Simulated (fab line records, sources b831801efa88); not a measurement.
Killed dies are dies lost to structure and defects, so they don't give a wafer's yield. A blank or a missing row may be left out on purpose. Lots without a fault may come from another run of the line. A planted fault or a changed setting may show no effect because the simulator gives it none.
Which tool did it? | flow sky130 | 7 lots, 21 wafers sampled, at 1 step of a route of 708

WHAT THE GAUGES READ, wafer by wafer
SKY_VT_ADJUST_NCORE_OVL_MEAS_08.
lot  | measured     | on         | VT_ADJUST_NCORE_OVL (nm)
L387 | day 8 20:17  | overlay-02 | 0.8 -0.1 0.4
L392 | day 10 11:52 | overlay-01 | -1.3 1.6 -1.6
L394 | day 11 02:59 | overlay-02 | 0.4 -0.1 0.8
L397 | day 11 19:50 | overlay-02 | 0.5 1.7 2.1
L402 | day 13 06:59 | overlay-02 | 1.9 0.5 1.5
L404 | day 13 23:23 | overlay-02 | -1.2 1.7 1.0
L409 | day 15 09:59 | overlay-02 | -2.7 1.0 -0.3

WHICH TOOL RAN EACH LOT (tool, then ch and the chambers of the sampled wafers, then the start)
The record holds no process step before these readings.

THE ANSWER, worked out from the rows above alone
Rule: what is usual is taken from the lots themselves. Put in order of their means at a reading, lots are off if they are a third of the lots or fewer, leave a main group of 4 or more, and stand apart from it by a gap of 3 or more times the standard deviation of the main group's means; of several such gaps the widest counts. A main group whose means are all the same, to the digits that the tables above print for the reading, isn't used. A lot without any number at a reading at which 4 lots or more have one is off too. The other lots that the step has rows for count as sound.
No lot is off at any reading shown: from this, nothing can be told.

WHAT THE SIMULATOR HAD PUT IN
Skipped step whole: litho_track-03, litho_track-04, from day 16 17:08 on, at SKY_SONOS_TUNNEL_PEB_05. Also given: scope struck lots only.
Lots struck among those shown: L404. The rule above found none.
